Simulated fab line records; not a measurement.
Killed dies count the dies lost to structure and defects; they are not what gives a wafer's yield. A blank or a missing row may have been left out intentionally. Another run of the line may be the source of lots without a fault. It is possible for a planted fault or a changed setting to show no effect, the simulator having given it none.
fab line records | flow sky130
record lots=6 | wafers=18 | last_day=50
route steps=708 shown LDD_HVN@274 LDD_HVP@278 LDD_LDN@289 PAD_OPEN@708
lots that met no fault: from a run of the same line without faults
start_h: hours from the record's first day to the start of the lot's first wafer shown | wait_h: time in hours since the lot's previous step | " as in the row above | L1.1+2: a single row standing in for several wafers | - either no value or no given start | * or withheld: withheld | < > ~ a bound
route shown NAME@n: NAME is a module with steps in the file, n the number in the route of the first one | usual: the fault-free wafers' mean and standard deviation | same: alike in all rows | chamber/n: place in a boat | sites: per-site readings | _std_site: the values' standard deviation | _edge_site: the outer-site mean with the inner-site mean subtracted | radius_mm: how far each site lies from the wafer's centre | mask NAME#n: copy n | behind: the tool/chamber that last shaped the wafer | hold: why the lot was held/for how many hours/how that ended | device: names the non-switching transistor (n, p or np) | end of line: at the end of the route, the tests of the same wafers | a step given without rows: its recipe and nothing more | killed: not the wafer's yield, but the dies lost to structure and defects at the first sort | map: dies across one wafer; x = killed, . = not, _ = none there
set.NAME: the setting that was run; set.NAME@STEP: the one run at that earlier step | model.NAME: the simulator's own value behind a step, which no gauge read
certain route steps with their lots: each step a table, each wafer a row
services: when a tool's chamber went out of use (start_h, in hours from the record's first day, below 0 if earlier), for how many hours, and the reason
## steps
# step SKY_LDD_HVN_OVL_MEAS_07
# usual LDD_HVN_OVL=-1.0/1.6
lot.wafer | tool       | chamber | start_h | wait_h | LDD_HVN_OVL[nm]
L517.2    | overlay-02 | -       | 513.42  | 0.1    | 1.0
L517.3    | "          | -       | "       | "      | -1.4
L517.5    | "          | -       | "       | "      | -0.9
L519.1    | overlay-02 | -       | 526.27  | 0.1    | -1.3
L519.4    | "          | -       | "       | "      | -1.0
L519.6    | "          | -       | "       | "      | -1.4
L523.1    | overlay-02 | -       | 545.78  | 0.1    | 1.3
L523.2    | "          | -       | "       | "      | -0.1
L523.5    | "          | -       | "       | "      | 2.8
L525.2    | overlay-02 | -       | 571.47  | 0.1    | -0.8
L525.4    | "          | -       | "       | "      | 1.5
L525.5    | "          | -       | "       | "      | -0.1
L532.1    | overlay-02 | -       | 617.53  | 0.1    | -2.6
L532.4    | "          | -       | "       | "      | -2.5
L532.5    | "          | -       | "       | "      | -3.2
L535.1    | overlay-02 | -       | 652.27  | 0.1    | 1.4
L535.3    | "          | -       | "       | "      | 0.1
L535.6    | "          | -       | "       | "      | 0.5
# step SKY_LDD_HVN_IMPLANT_08
# recipe species=P | energy_kev=60 | dose_cm2=3e+13 | tilt_deg=40
# step SKY_LDD_HVN_STRIP_09
# recipe chemistry=O2/N2 | power_w=1400 | pressure_mtorr=1500 | platen_temp_c=withheld | o2_flow_sccm=3000 | n2_flow_sccm=300 | overash_fraction=0.5
# usual drypump_motor_current_A=5.58/0.26 | oes_product_au=0.408/0.0037 | strip_time_to_endpoint_s=4.145/0.015
lot.wafer | tool            | chamber | start_h | wait_h | drypump_motor_current_A | oes_product_au | rf_hours_counter_h | strip_time_to_endpoint_s
L517.2    | plasma_asher-03 | 1       | 513.60  | 0.1    | 5.73                    | 0.409          | 6                  | 4.162
L517.3    | "               | 1       | "       | "      | 5.75                    | 0.412          | -                  | 4.155
L517.5    | "               | 0       | "       | "      | 5.62                    | 0.414          | -                  | 4.138
L519.1    | plasma_asher-02 | 1       | 526.45  | 0.1    | 5.87                    | 0.402          | 37                 | 4.160
L519.4    | "               | 0       | "       | "      | 5.55                    | 0.410          | -                  | 4.181
L519.6    | "               | 1       | "       | "      | 5.84                    | 0.411          | -                  | 4.161
L523.1    | plasma_asher-01 | 0       | 545.96  | 0.1    | 5.70                    | 0.406          | 79                 | 4.137
L523.2    | "               | 1       | "       | "      | 5.10                    | 0.409          | 79                 | 4.134
L523.5    | "               | 1       | "       | "      | 5.12                    | 0.400          | -                  | 4.154
L525.2    | plasma_asher-02 | 1       | 571.65  | 0.1    | 5.85                    | 0.416          | 42                 | 4.137
L525.4    | "               | 1       | "       | "      | 5.87                    | 0.403          | -                  | 4.151
L525.5    | "               | 1       | "       | "      | 5.84                    | 0.409          | -                  | 4.136
L532.1    | plasma_asher-02 | 0       | 617.71  | 0.1    | 5.56                    | 0.409          | 46                 | 4.137
L532.4    | "               | 1       | "       | "      | 5.86                    | 0.404          | -                  | 4.147
L532.5    | "               | 0       | "       | "      | 5.54                    | 0.410          | -                  | 4.138
L535.1    | plasma_asher-01 | 1       | 652.45  | 0.1    | 5.13                    | 0.399          | 90                 | 4.117
L535.3    | "               | 1       | "       | "      | 5.10                    | 0.408          | -                  | 4.138
L535.6    | "               | 1       | "       | "      | 5.13                    | 0.404          | -                  | 4.136
# step SKY_LDD_HVN_TW_MEAS_10
# usual LDD_HVN_TW=1435/11
lot.wafer | tool          | chamber | start_h | wait_h | LDD_HVN_TW
L517.2    | film_metro-01 | -       | 513.71  | 0.1    | 1433
L517.3    | "             | -       | "       | "      | 1430
L517.5    | "             | -       | "       | "      | 1431
L519.1    | film_metro-01 | -       | 526.55  | 0.1    | 1438
L519.4    | "             | -       | "       | "      | 1429
L519.6    | "             | -       | "       | "      | 1437
L523.1    | film_metro-04 | -       | 546.06  | 0.1    | 1439
L523.2    | "             | -       | "       | "      | 1448
L523.5    | "             | -       | "       | "      | 1437
L525.2    | film_metro-04 | -       | 571.76  | 0.1    | 1437
L525.4    | "             | -       | "       | "      | 1440
L525.5    | "             | -       | "       | "      | 1440
L532.1    | film_metro-02 | -       | 617.81  | 0.1    | 1463
L532.4    | "             | -       | "       | "      | 1461
L532.5    | "             | -       | "       | "      | 1459
L535.1    | film_metro-04 | -       | 652.55  | 0.1    | 1438
L535.3    | "             | -       | "       | "      | 1440
L535.6    | "             | -       | "       | "      | 1435
# step SKY_LDD_HVP_DEHYDRATE_00
# recipe temp_c=200 | time_s=60
# step SKY_LDD_HVP_HMDS_01
# recipe prime_time_s=60 | prime_temp_c=120
# step SKY_LDD_HVP_COAT_02
# recipe resist=NOVOLAK | spin_rpm=3000 | resist_thk_nm=300
# step SKY_LDD_HVP_SOFTBAKE_03
# recipe temp_c=90 | time_s=60 | resist=NOVOLAK
# step SKY_LDD_HVP_EXPOSE_04
# recipe mask_id=HVPTM | na=0.6 | source_shape=conventional | sigma_outer=0.6 | polarization=unpolarized | target_cd_nm=700 | dose_mj=86
# step SKY_LDD_HVP_PEB_05
# recipe temp_c=withheld | time_s=* | resist=NOVOLAK
# step SKY_LDD_HVP_DEVELOP_06
# recipe resist=NOVOLAK | developer=TMAH | develop_time_s=60 | dev_temp_c=23
# step SKY_LDD_HVP_OVL_MEAS_07
# usual LDD_HVP_OVL=1.7/1.5
lot.wafer | tool       | chamber | start_h | wait_h | LDD_HVP_OVL[nm]
L517.2    | overlay-01 | -       | 543.44  | 0.1    | 3.0
L517.3    | "          | -       | "       | "      | 2.3
L517.5    | "          | -       | "       | "      | 2.3
L519.1    | overlay-01 | -       | 556.07  | 0.1    | 1.1
L519.4    | "          | -       | "       | "      | 1.2
L519.6    | "          | -       | "       | "      | 1.1
L523.1    | overlay-02 | -       | 575.17  | 0.1    | -0.5
L523.2    | "          | -       | "       | "      | 0.6
L523.5    | "          | -       | "       | "      | 0.2
L525.2    | overlay-02 | -       | 600.89  | 0.1    | 2.0
L525.4    | "          | -       | "       | "      | 4.3
L525.5    | "          | -       | "       | "      | 4.7
L532.1    | overlay-02 | -       | 646.42  | 0.1    | 2.7
L532.4    | "          | -       | "       | "      | -0.9
L532.5    | "          | -       | "       | "      | 1.2
L535.1    | overlay-01 | -       | 679.53  | 0.1    | 1.9
L535.3    | "          | -       | "       | "      | 1.3
L535.6    | "          | -       | "       | "      | 4.9
# step SKY_LDD_HVP_IMPLANT_08
# recipe species=B | energy_kev=20 | dose_cm2=1.663e+13 | tilt_deg=17.9
# same implant_ion_amu=11
lot.wafer  | tool         | chamber | start_h | wait_h
L517.2+3+5 | implanter-01 | 0       | 543.49  | 0.0
L519.1+4+6 | implanter-02 | 0       | 556.10  | 0.0
L523.1+2+5 | implanter-03 | 0       | 575.20  | 0.0
L523.1+2+5 | implanter-03 | 0       | 575.52  | 0.3
L525.2+4+5 | implanter-03 | 0       | 600.94  | 0.0
L525.2+4+5 | implanter-03 | 0       | 601.26  | 0.3
L532.1+4+5 | implanter-03 | 0       | 646.45  | 0.0
L535.1+3+6 | implanter-03 | 0       | 679.57  | 0.0
# step SKY_LDD_HVP_STRIP_09
# recipe chemistry=O2/N2 | power_w=1400 | pressure_mtorr=1500 | platen_temp_c=withheld | o2_flow_sccm=3000 | n2_flow_sccm=300 | overash_fraction=0.5
# usual drypump_motor_current_A=5.78/0.3 | oes_product_au=0.408/0.0047 | strip_time_to_endpoint_s=4.138/0.017
lot.wafer | tool            | chamber | start_h | wait_h | drypump_motor_current_A | oes_product_au | rf_hours_counter_h | strip_time_to_endpoint_s
L517.2    | plasma_asher-01 | 1       | 543.62  | 0.1    | 5.11                    | 0.403          | 79                 | 4.149
L517.3    | "               | 1       | "       | "      | 5.12                    | 0.412          | -                  | 4.143
L517.5    | "               | 0       | "       | "      | 5.71                    | 0.403          | -                  | 4.156
L519.1    | plasma_asher-02 | 0       | 556.25  | 0.1    | 5.59                    | 0.406          | 40                 | 4.094
L519.4    | "               | 1       | "       | "      | 5.87                    | 0.410          | -                  | 4.115
L519.6    | "               | 1       | "       | "      | 5.86                    | 0.408          | -                  | 4.107
L523.1    | plasma_asher-04 | 1       | 575.67  | 0.1    | 6.15                    | 0.410          | 83                 | 4.137
L523.2    | "               | 0       | "       | "      | 5.81                    | 0.405          | 83                 | 4.147
L523.5    | "               | 0       | "       | "      | 5.80                    | 0.411          | -                  | 4.153
L525.2    | plasma_asher-02 | 0       | 601.38  | 0.1    | 5.53                    | 0.410          | 45                 | 4.143
L525.4    | "               | 1       | "       | "      | 5.84                    | 0.409          | -                  | 4.107
L525.5    | "               | 0       | "       | "      | 5.54                    | 0.408          | -                  | 4.151
L532.1    | plasma_asher-04 | 1       | 646.60  | 0.1    | 6.15                    | 0.410          | 90                 | 4.127
L532.4    | "               | 0       | "       | "      | 5.81                    | 0.405          | -                  | 4.151
L532.5    | "               | 0       | "       | "      | 5.83                    | 0.404          | -                  | 4.141
L535.1    | plasma_asher-01 | 1       | 679.72  | 0.1    | 5.13                    | 0.410          | 93                 | 4.146
L535.3    | "               | 1       | "       | "      | 5.13                    | 0.414          | -                  | 4.170
L535.6    | "               | 1       | "       | "      | 5.12                    | 0.405          | -                  | 4.141
# step SKY_LDD_HVP_TW_MEAS_10
# usual LDD_HVP_TW=454/4
lot.wafer | tool          | chamber | start_h | wait_h | LDD_HVP_TW
L517.2    | film_metro-01 | -       | 543.73  | 0.1    | 449
L517.3    | "             | -       | "       | "      | 451
L517.5    | "             | -       | "       | "      | 450
L519.1    | film_metro-03 | -       | 556.35  | 0.1    | 451
L519.4    | "             | -       | "       | "      | 456
L519.6    | "             | -       | "       | "      | 454
L523.1    | film_metro-03 | -       | 575.77  | 0.1    | 565
L523.2    | "             | -       | "       | "      | 565
L523.5    | "             | -       | "       | "      | 564
L525.2    | film_metro-03 | -       | 601.52  | 0.1    | 564
L525.4    | "             | -       | "       | "      | 570
L525.5    | "             | -       | "       | "      | 571
L532.1    | film_metro-03 | -       | 646.70  | 0.1    | 456
L532.4    | "             | -       | "       | "      | 456
L532.5    | "             | -       | "       | "      | 458
L535.1    | film_metro-04 | -       | 679.82  | 0.1    | 452
L535.3    | "             | -       | "       | "      | 449
L535.6    | "             | -       | "       | "      | 452
# step SKY_LDD_LDN_DEHYDRATE_00
# recipe temp_c=200 | time_s=60
# step SKY_PAD_OPEN_PROBE_99
# usual killed_at_M0_to_M3=44/7.3 | killed_at_M4_up=3.4/1.7 | killed_at_contacts=24/5.3 | killed_at_front_end=15/4.1 | killed_at_other=0.4/0.68 | killed_dies=87/9.5 | killed_open=48/7.1 | killed_short=39/5.8
# same gross_dies=492 | killed_at_back_side=0
lot.wafer | tool      | chamber | start_h | wait_h | killed_at_M0_to_M3 | killed_at_M4_up | killed_at_contacts | killed_at_front_end | killed_at_other | killed_dies | killed_open | killed_short | model.etest.tip_p_5v.rs_ohm_sq | model.etest.pfet_g5v0d10v5.r_on_ohm_um | model.etest.pfet_g5v0d10v5.drive_ua_um | model.etest.pfet_g5v0d10v5.off_log10_a_um | model.etest.ring_5v.delay_ps | model.etest.pfet_g5v0d10v5.vt_sat_v
L517.2    | prober-01 | -       | 1107.35 | 0.1    | 57                 | 2               | 31                 | 19                  | 1               | 110         | 57          | 52           | 2904                           | 4788                                   | 340.6                                  | -12.46                                    | 44.26                        | -0.6193
L517.3    | prober-01 | -       | 1107.40 | 0.2    | 40                 | 4               | 19                 | 22                  | 0               | 85          | 42          | 43           | 2923                           | 4838                                   | 335.5                                  | -12.56                                    | 45.13                        | -0.6271
L517.5    | prober-01 | -       | 1107.50 | 0.2    | 38                 | 3               | 19                 | 17                  | 0               | 77          | 40          | 37           | 2907                           | 4819                                   | 337.7                                  | -12.53                                    | 44.58                        | -0.6304
L519.1    | prober-01 | -       | 1114.20 | 0.1    | 52                 | 1               | 31                 | 7                   | 0               | 91          | 52          | 39           | 2852                           | 4696                                   | 348.4                                  | -12.47                                    | 44.35                        | -0.613
L519.4    | prober-01 | -       | 1114.35 | 0.2    | 43                 | 5               | 26                 | 16                  | 1               | 91          | 50          | 41           | 2837                           | 4701                                   | 348.4                                  | -12.05                                    | 44.81                        | -0.5904
L519.6    | prober-01 | -       | 1114.45 | 0.2    | 43                 | 5               | 25                 | 17                  | 0               | 90          | 48          | 42           | 2871                           | 4672                                   | 352.2                                  | -12.03                                    | 44.04                        | -0.5779
L523.1    | prober-01 | -       | 1125.95 | 0.1    | 36                 | 5               | 26                 | 16                  | 0               | 83          | 46          | 37           | 1740                           | 4332                                   | 379.8                                  | -10.6                                     | 42.89                        | -0.4559
L523.2    | prober-01 | -       | 1126.00 | 0.1    | 54                 | 4               | 28                 | 16                  | 1               | 103         | 62          | 40           | 1748                           | 4404                                   | 372.9                                  | -10.46                                    | 43.83                        | -0.4719
L523.5    | prober-01 | -       | 1126.15 | 0.2    | 40                 | 6               | 27                 | 8                   | 1               | 82          | 44          | 38           | 1748                           | 4371                                   | 374.3                                  | -10.51                                    | 43.52                        | -0.4628
L525.2    | prober-02 | -       | 1144.39 | 0.1    | 39                 | 3               | 30                 | 14                  | 1               | 87          | 41          | 45           | 1770                           | 4479                                   | 359.9                                  | -11.21                                    | 43.71                        | -0.5305
L525.4    | prober-02 | -       | 1144.49 | 0.2    | 36                 | 5               | 29                 | 21                  | 0               | 91          | 50          | 40           | 1772                           | 4462                                   | 365.5                                  | -10.8                                     | 43.52                        | -0.4948
L525.5    | prober-02 | -       | 1144.54 | 0.2    | 39                 | 6               | 20                 | 16                  | 0               | 81          | 41          | 40           | 1756                           | 4508                                   | 361.7                                  | -11.12                                    | 43.58                        | -0.5201
L532.1    | prober-01 | -       | 1176.64 | 0.1    | 58                 | 3               | 23                 | 19                  | 0               | 103         | 71          | 32           | 2885                           | 4699                                   | 344.9                                  | -12.5                                     | 44.36                        | -0.6223
L532.4    | prober-01 | -       | 1176.79 | 0.2    | 57                 | 3               | 22                 | 18                  | 0               | 100         | 55          | 45           | 2892                           | 4690                                   | 350                                    | -12.23                                    | 44.13                        | -0.5976
L532.5    | prober-01 | -       | 1176.84 | 0.2    | 51                 | 3               | 24                 | 9                   | 0               | 87          | 43          | 44           | 2876                           | 4674                                   | 352.7                                  | -12.24                                    | 44.52                        | -0.6051
L535.1    | prober-01 | -       | 1193.20 | 0.1    | 37                 | 8               | 17                 | 16                  | 0               | 78          | 42          | 36           | 2888                           | 4706                                   | 346.7                                  | -12.53                                    | 44.62                        | -0.638
L535.3    | prober-01 | -       | 1193.30 | 0.2    | 67                 | 3               | 24                 | 16                  | 0               | 110         | 69          | 41           | 2910                           | 4724                                   | 345.6                                  | -12.54                                    | 44.65                        | -0.6405
L535.6    | prober-01 | -       | 1193.45 | 0.2    | 46                 | 3               | 23                 | 18                  | 0               | 90          | 57          | 33           | 2884                           | 4664                                   | 346.3                                  | -12.68                                    | 44.37                        | -0.6405
# killed by level:class
L517.2 VIA3:geometric_particle:open=11 LI_CONTACT:geometric_particle:open=10 CONTACT:geometric_particle:open=10 METAL2:geometric_particle:short=7 VIA1:geometric_particle:open=7 FIELD_ISO:geometric_particle:short=6 VIA2:geometric_particle:open=6 LOCAL_INTERCONNECT:geometric_particle:short=5
L517.3 VIA1:geometric_particle:open=8 FIELD_ISO:geometric_particle:short=7 LI_CONTACT:geometric_particle:open=7 CONTACT:geometric_particle:open=6 METAL1:geometric_particle:short=6 VIA3:geometric_particle:open=5 VIA3:geometric_particle:short=5 POLY_GATE:geometric_particle:short=4
L517.5 CONTACT:geometric_particle:open=7 VIA2:geometric_particle:open=7 METAL2:geometric_particle:short=6 POLY_GATE:geometric_particle:open=5 LI_CONTACT:geometric_particle:short=5 LI_CONTACT:geometric_particle:open=5 VIA1:geometric_particle:open=5 FIELD_ISO:geometric_particle:short=4
L519.1 CONTACT:geometric_particle:open=14 VIA1:geometric_particle:open=10 VIA3:geometric_particle:open=9 VIA2:geometric_particle:open=7 VIA1:geometric_particle:short=6 LI_CONTACT:geometric_particle:short=6 LI_CONTACT:geometric_particle:open=5 VIA2:geometric_particle:short=5
L519.4 VIA3:geometric_particle:open=9 VIA1:geometric_particle:open=9 LI_CONTACT:geometric_particle:open=8 VIA2:geometric_particle:open=8 CONTACT:geometric_particle:open=5 VIA3:geometric_particle:short=5 FIELD_ISO:geometric_particle:short=4 METAL1:geometric_particle:short=4
L519.6 CONTACT:geometric_particle:open=11 VIA1:geometric_particle:open=8 VIA1:geometric_particle:short=7 LOCAL_INTERCONNECT:geometric_particle:short=6 VIA2:geometric_particle:open=6 FIELD_ISO:geometric_particle:open=5 METAL1:geometric_particle:short=5 VIA3:geometric_particle:open=5
L523.1 FIELD_ISO:geometric_particle:short=11 CONTACT:geometric_particle:open=10 LI_CONTACT:geometric_particle:open=9 VIA2:geometric_particle:open=8 VIA3:geometric_particle:open=8 METAL1:geometric_particle:short=6 VIA1:geometric_particle:open=6 CONTACT:geometric_particle:short=4
L523.2 VIA1:geometric_particle:open=16 CONTACT:geometric_particle:open=10 VIA1:geometric_particle:short=9 VIA2:geometric_particle:open=9 LI_CONTACT:geometric_particle:open=8 POLY_GATE:geometric_particle:short=4 METAL1:geometric_particle:short=4 LOCAL_INTERCONNECT:geometric_particle:short=4
L523.5 VIA1:geometric_particle:open=13 LI_CONTACT:geometric_particle:open=9 CONTACT:geometric_particle:open=8 VIA3:geometric_particle:short=6 CONTACT:geometric_particle:short=5 METAL1:geometric_particle:short=4 METAL2:geometric_particle:short=4 METAL3:geometric_particle:short=4
L525.2 CONTACT:geometric_particle:open=10 LOCAL_INTERCONNECT:geometric_particle:short=7 LI_CONTACT:geometric_particle:open=6 CONTACT:geometric_particle:short=6 VIA1:geometric_particle:open=6 VIA2:geometric_particle:short=6 VIA3:geometric_particle:open=5 FIELD_ISO:geometric_particle:open=5
L525.4 CONTACT:geometric_particle:open=8 LI_CONTACT:geometric_particle:open=7 VIA3:geometric_particle:open=7 VIA1:geometric_particle:open=7 METAL2:geometric_particle:short=6 CONTACT:geometric_particle:short=6 POLY_GATE:geometric_particle:open=5 FIELD_ISO:geometric_particle:short=4
L525.5 CONTACT:geometric_particle:open=10 VIA1:geometric_particle:open=9 POLY_GATE:geometric_particle:short=6 VIA3:geometric_particle:open=6 VIA2:geometric_particle:short=5 FIELD_ISO:geometric_particle:short=4 VIA2:geometric_particle:open=4 METAL2:geometric_particle:short=4
L532.1 VIA1:geometric_particle:open=17 CONTACT:geometric_particle:open=13 VIA2:geometric_particle:open=10 VIA3:geometric_particle:open=9 LI_CONTACT:geometric_particle:open=6 METAL1:geometric_particle:short=5 FIELD_ISO:geometric_particle:open=4 FIELD_ISO:geometric_particle:short=4
L532.4 VIA1:geometric_particle:open=13 METAL1:geometric_particle:short=9 VIA2:geometric_particle:open=7 LI_CONTACT:geometric_particle:open=6 CONTACT:geometric_particle:open=6 METAL3:geometric_particle:short=6 POLY_GATE:geometric_particle:open=5 VIA2:geometric_particle:short=5
L532.5 VIA1:geometric_particle:open=11 METAL1:geometric_particle:short=10 LI_CONTACT:geometric_particle:open=8 CONTACT:geometric_particle:open=8 VIA1:geometric_particle:short=7 POLY_GATE:geometric_particle:short=5 VIA2:geometric_particle:open=5 VIA3:geometric_particle:short=4
L535.1 VIA1:geometric_particle:open=8 VIA2:geometric_particle:open=8 METAL4:geometric_particle:short=7 CONTACT:geometric_particle:open=6 FIELD_ISO:geometric_particle:short=5 FIELD_ISO:geometric_particle:open=5 VIA3:geometric_particle:open=5 LOCAL_INTERCONNECT:geometric_particle:short=4
L535.3 VIA1:geometric_particle:open=16 VIA2:geometric_particle:open=16 CONTACT:geometric_particle:open=10 METAL1:geometric_particle:short=7 VIA3:geometric_particle:open=7 CONTACT:geometric_particle:short=6 VIA1:geometric_particle:short=6 FIELD_ISO:geometric_particle:short=5
L535.6 VIA1:geometric_particle:open=14 CONTACT:geometric_particle:open=9 LI_CONTACT:geometric_particle:open=8 VIA3:geometric_particle:open=8 VIA2:geometric_particle:open=6 FIELD_ISO:geometric_particle:short=5 FIELD_ISO:geometric_particle:open=5 METAL2:geometric_particle:short=4
## services
tool            | chamber | start_h | hours | kind
implanter-01    | -       | 491.41  | 3.1   | pm
plasma_asher-02 | -       | 512.50  | 2.8   | pm
plasma_asher-04 | -       | 523.82  | 28.1  | pm
implanter-02    | -       | 526.93  | 1.8   | repair
implanter-02    | -       | 528.41  | 5.1   | repair
implanter-01    | -       | 567.26  | 1.8   | repair
plasma_asher-03 | -       | 596.98  | 0.6   | repair
plasma_asher-04 | -       | 597.59  | 2.8   | pm
implanter-01    | -       | 612.00  | 1.6   | repair
implanter-03    | -       | 619.44  | 4.8   | pm
plasma_asher-01 | -       | 629.95  | 2.7   | repair
plasma_asher-03 | -       | 651.58  | 1.5   | repair
## key
first_sign step=SKY_LDD_HVP_IMPLANT_08 | reading=visit | direction=added
effect step=SKY_LDD_HVP_TW_MEAS_10 | reading=LDD_HVP_TW | direction=up | sigmas=28 | usual=454 | struck=566
model_effect step=SKY_PAD_OPEN_PROBE_99 | value=etest.tip_p_5v.rs_ohm_sq | without=2875 | struck=1755
met_at SKY_LDD_HVP_IMPLANT_08
struck_wafers L523.1,L523.2,L523.5,L525.2,L525.4,L525.5
tester_left_out L523,L525
fault kind=repeated_step_whole | tool=implanter-01,implanter-02,implanter-03 | chamber=- | onset_h=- | steps=SKY_LDD_HVP_IMPLANT_08 | times=1 | scope=struck_lots_only
# tester_left_out: of these lots the tester's yield and bins aren't shown, on N5 and GAA mostly nor the transistor test; their killed dies are dies lost to structure and defects alone, not to doping, threshold or leakage, so they don't give the yield
